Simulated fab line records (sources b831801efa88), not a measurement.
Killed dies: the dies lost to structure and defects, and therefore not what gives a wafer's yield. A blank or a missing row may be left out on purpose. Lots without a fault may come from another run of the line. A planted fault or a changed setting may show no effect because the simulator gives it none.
Matching of chambers    flow sky130    4 sister chambers for SKY_FIELD_ISO_ETCH_17 on rie si-01
The step etches Si in HBr/Cl2/O2, target depth 342 nm, time 97.7 s. 22 wafers are shown with their chamber, then 11 later ones without.

## WAFERS, EACH WITH ITS CHAMBER
wafer   chamber  drypump motor current A (A)  he backside leak sccm (sccm)  oes product au (a.u.)
L074.3  1        6.2                          2.41                          1.001
L074.4  0        5.8                          3.04                          1.009
L074.5  0        5.8                          2.96                          0.996
L076.2  2        5.2                          2.77                          0.994
L076.3  1        6.2                          2.55                          1.002
L076.5  2        5.3                          2.64                          0.996
L078.2  1        6.2                          2.51                          0.999
L078.3  3        5.8                          2.82                          0.992
L078.4  2        5.3                          2.92                          0.986
L080.1  0        5.8                          3.12                          1.003
L080.2  3        5.8                          2.70                          0.995
L080.6  0        5.8                          3.13                          0.992
L084.2  1        6.2                          2.44                          1.005
L084.3  3        5.8                          2.73                          0.988
L084.6  0        5.8                          3.02                          1.005
L085.2  2        5.3                          2.80                          1.003
L085.3  3        5.8                          2.84                          0.993
L085.5  2        5.2                          2.73                          1.002
L086.1  3        5.8                          2.65                          1.000
L086.2  0        5.8                          3.36                          1.002
L086.5  1        6.2                          2.41                          0.997
L088.2  2        5.2                          2.67                          1.002

SIGNATURES (means of the wafers above)
reading                  chamber 0  chamber 1  chamber 2  chamber 3  scatter within a chamber
drypump motor current A  5.800      6.200      5.250      5.800      0.0289
he backside leak sccm    3.1050     2.4640     2.7550     2.7480     0.103
oes product au           1.00117    1.00080    0.99717    0.99360    0.00538
Rule: for each reading, subtract the chamber's mean from the wafer's reading, divide by that reading's scatter and square the result; add these up over the readings and take the root, which gives the wafer's distance from the chamber. The wafer belongs to the nearest chamber; if the next one is less than 2 further off, it can't be placed. The scatter is the square root of a quotient: the sum, over the shown wafers, of each reading's squared deviation from its chamber's mean, divided by wafers minus chambers.

## WAFERS WITH NO CHAMBER GIVEN
wafer   drypump motor current A (A)  he backside leak sccm (sccm)  oes product au (a.u.)
L088.3  6.2                          2.52                          0.990
L088.5  6.2                          2.51                          0.989
L089.1  5.8                          2.82                          1.002
L089.2  5.8                          2.86                          0.983
L089.3  5.2                          2.86                          0.995
L092.2  6.2                          2.55                          0.994
L092.4  5.3                          2.73                          1.001
L092.6  6.3                          2.55                          0.998
L097.1  5.8                          3.01                          1.003
L097.2  6.2                          2.47                          1.008
L097.6  5.2                          2.81                          1.012

## THE CHAMBER EACH PASSED THROUGH
wafer   from the rows above      in truth
L088.3  1                        1
L088.5  1                        1
L089.1  can't be placed: 3 or 0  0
L089.2  can't be placed: 3 or 0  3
L089.3  2                        2
L092.2  1                        1
L092.4  2                        2
L092.6  1                        1
L097.1  0                        0
L097.2  1                        1
L097.6  2                        2
Placed correctly: 9 of 11. Can't be placed from these rows: 2 (the true chamber is among the candidates in 2). Placed wrongly: 0.
